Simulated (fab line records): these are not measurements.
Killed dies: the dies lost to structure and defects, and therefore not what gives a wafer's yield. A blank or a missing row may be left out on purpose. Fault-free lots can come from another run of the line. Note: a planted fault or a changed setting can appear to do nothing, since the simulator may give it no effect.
Comparing a struck lot with a sound one -- flow sky130 -- 14 steps out of a route of 708
Sound: wafers L311.2, L311.3, L311.6. Struck: wafers L321.2, L321.4, L321.5. The cause is given at the end.
At each step with rows: each side's tool, then ch and its chambers, then its first start. Under that, the readings that differ: sound wafers -- struck wafers -- difference of the means -- sigmas: that difference in standard deviations of wafers without a fault.
alike: a reading whose means differ by less than 2 such deviations, as well as words and numbers matching on both sides. not compared: withheld readings; readings where some wafer has no value; bounds like >300 that might hide an equal value; numbers whose values overlap and for which the record gives no deviation.
The two part at a step that has a row with sigmas, a row that says differs or no value, or rows on one side only. When numbers do not overlap yet have no deviation, they are printed without sigmas and do not part them. A reading that every wafer of one side lacks parts them only if that side has two wafers or more.

first, 2 steps without rows for these wafers: SKY_SALICIDE_CLEAN_00 (cleans in HF-last, time 30 s); SKY_LI_CONTACT_HDPCVD_00 (deposits PSG, target thk 930 nm, time 155 s).
SKY_LI_CONTACT_THK_MEAS_01:
  sound on film_metro-04, day 29 08:02; struck on film_metro-04, day 32 00:16
  alike: LI_CONTACT_HDPCVD_THK
SKY_LI_CONTACT_CMP_02: polishes PSG.
  sound on cmp-01 ch 0,1,2, day 29 08:08; struck on cmp-02 ch 0,2,3, day 32 00:19
  alike: edge_zone_pressure_frac, motor_current_A, time_to_endpoint_s
SKY_LI_CONTACT_BOW_MEAS_03:
  sound on film_metro-02, day 29 08:25; struck on film_metro-04, day 32 00:38
  alike: LI_CONTACT_BOW
then, 7 steps without rows for these wafers: SKY_LI_CONTACT_DEHYDRATE_04 (time 60 s); SKY_LI_CONTACT_HMDS_05 (prime time 60 s); SKY_LI_CONTACT_COAT_06 (resist thk 60 nm); SKY_LI_CONTACT_COAT_07 (resist thk 450 nm); SKY_LI_CONTACT_SOFTBAKE_08 (time 90 s); SKY_LI_CONTACT_EXPOSE_09 (exposes mask LICM1, target cd 170 nm); SKY_LI_CONTACT_PEB_10.
SKY_LI_CONTACT_DEVELOP_11: develop time 60 s.
  struck on litho_track-02, day 33 03:00; sound on litho_track-02 ch 0, day 30 13:00
  no value came back on the struck wafers for chill_plate_temp_C (C), develop_time_s (s); on the sound wafers chill_plate_temp_C (C) reads 23.08 22.99 23.14
reading,sound,struck,difference,sigmas
model.KrF-thick_of_LI_CONTACT_COAT_07.thk_nm (nm),437.4 439 437.9,449.4 451.2 450.2,+12.2,
SKY_LI_CONTACT_CD_MEAS_12: target cd 170 nm.
  sound on cd_sem-01, day 30 14:01; struck on cd_sem-01, day 33 03:34
reading,sound,struck,difference,sigmas
cd_nm (nm),168.5 169.3 168.1,- - -,no value on the struck wafers,

## WHERE THEY PART
Last at SKY_LI_CONTACT_CD_MEAS_12 as far as this record goes, first at SKY_LI_CONTACT_DEVELOP_11.

WHY: whatever the simulator had introduced
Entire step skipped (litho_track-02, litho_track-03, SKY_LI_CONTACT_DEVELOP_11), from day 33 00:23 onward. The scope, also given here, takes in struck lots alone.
